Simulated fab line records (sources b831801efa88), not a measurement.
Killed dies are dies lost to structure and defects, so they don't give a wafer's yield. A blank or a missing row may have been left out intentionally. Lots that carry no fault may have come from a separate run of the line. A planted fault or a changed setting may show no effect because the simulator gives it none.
Matching of chambers -- flow gf180mcu -- cmp-02 running GF_CONTACT_CMP_27: 4 sister chambers
The step polishes, stops on SiO2, t overpolish 15 s, target thk 0 nm. 4 wafers are shown with their chamber, then 8 later ones without.

== EACH WAFER AND ITS CHAMBER ==
wafer,chamber,motor_current_A (A)
L834.3,0,12.3
L845.2,3,11.2
L845.6,1,13.0
L849.2,2,12.2

== WAFERS MISSING THEIR CHAMBER ==
wafer,motor_current_A (A)
L849.3,10.9
L849.6,10.8
L850.1,11.0
L850.2,12.7
L850.3,13.4
L851.4,13.4
L851.5,13.5
L851.6,11.1

== WHICH CHAMBER EACH ONE RAN IN ==
wafer,from the rows above,in truth
L849.3,3,3
L849.6,3,3
L850.1,3,3
L850.2,can't be placed: 1 or 0 or 2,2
L850.3,1,1
L851.4,1,1
L851.5,1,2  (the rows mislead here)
L851.6,3,3
Correct placement for 6 of the 8. Can't be placed from these rows: 1 (the true chamber is among the candidates in 1). Number placed wrongly: 1.
How it was worked out, from the rows above alone: a wafer's distance from a chamber is the root of the sum, over the readings, of the square of ((its reading less the chamber's mean) divided by the reading's scatter). The wafer belongs to the nearest chamber; if the next one is less than 2 further off, it can't be placed. For every chamber, the mean is computed from those of its wafers that are shown. The scatter: with one shown wafer a chamber, the root of the mean of the squares of how far each hidden wafer lies from its nearest shown one.
